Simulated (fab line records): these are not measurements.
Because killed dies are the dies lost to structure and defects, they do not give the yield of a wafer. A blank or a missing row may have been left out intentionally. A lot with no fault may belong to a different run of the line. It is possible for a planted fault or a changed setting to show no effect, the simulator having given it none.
Matching of chambers :: flow gf180mcu :: GF_SAB_ETCH_11 on rie diel-01 has 4 sister chambers
The step etches SiO2 in C4F8/O2/Ar, target depth 55 nm, time 8.5 s. 14 wafers are shown with their chamber, then 7 later ones without.

== WAFERS WITH THEIR CHAMBER ==
wafer: L669.1
chamber: 0
oes product au (a.u.): 1.003

wafer: L669.4
chamber: 1
oes product au (a.u.): 1.007

wafer: L669.6
chamber: 1
oes product au (a.u.): 1.004

wafer: L670.3
chamber: 0
oes product au (a.u.): 1.016

wafer: L670.4
chamber: 2
oes product au (a.u.): 0.999

wafer: L670.5
chamber: 3
oes product au (a.u.): 1.000

wafer: L675.2
chamber: 0
oes product au (a.u.): 1.014

wafer: L675.4
chamber: 2
oes product au (a.u.): 1.000

wafer: L675.6
chamber: 0
oes product au (a.u.): 1.009

wafer: L677.1
chamber: 2
oes product au (a.u.): 0.987

wafer: L677.2
chamber: 1
oes product au (a.u.): 1.022

wafer: L677.3
chamber: 3
oes product au (a.u.): 1.006

wafer: L678.3
chamber: 1
oes product au (a.u.): 1.013

wafer: L678.4
chamber: 3
oes product au (a.u.): 0.993

SIGNATURES (means of the wafers above)
reading: oes product au
chamber 0: 1.01050
chamber 1: 1.01150
chamber 2: 0.99533
chamber 3: 0.99967
scatter within a chamber: 0.00692
Rule: for a wafer and a chamber, the distance is found by dividing, reading by reading, the gap between the wafer's reading and the chamber's mean by the reading's scatter, squaring, summing and taking the root. The wafer belongs to the nearest chamber; if the next one is less than 2 further off, it can't be placed. The scatter: take each reading less its chamber's mean, square it, sum over the shown wafers, divide by the number of wafers less the number of chambers, and take the root.

== WAFERS WITHOUT THEIR CHAMBER ==
wafer: L678.6
oes product au (a.u.): 1.009

wafer: L679.1
oes product au (a.u.): 1.019

wafer: L679.3
oes product au (a.u.): 1.016

wafer: L679.5
oes product au (a.u.): 1.005

wafer: L684.1
oes product au (a.u.): 1.023

wafer: L684.3
oes product au (a.u.): 1.002

wafer: L684.5
oes product au (a.u.): 1.016

== WHICH CHAMBER EACH WENT THROUGH ==
wafer: L678.6
from the rows above: can't be placed: 0 or 1 or 3 or 2
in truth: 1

wafer: L679.1
from the rows above: can't be placed: 1 or 0 or 3
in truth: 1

wafer: L679.3
from the rows above: can't be placed: 1 or 0 or 3
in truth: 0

wafer: L679.5
from the rows above: can't be placed: 3 or 0 or 1 or 2
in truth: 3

wafer: L684.1
from the rows above: can't be placed: 1 or 0 or 3
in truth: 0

wafer: L684.3
from the rows above: can't be placed: 3 or 2 or 0 or 1
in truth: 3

wafer: L684.5
from the rows above: can't be placed: 1 or 0 or 3
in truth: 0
Correct placement for 0 of the 7. Unplaceable from these rows: 7, with the true chamber sitting among the candidates in 7. Placed wrongly: 0.
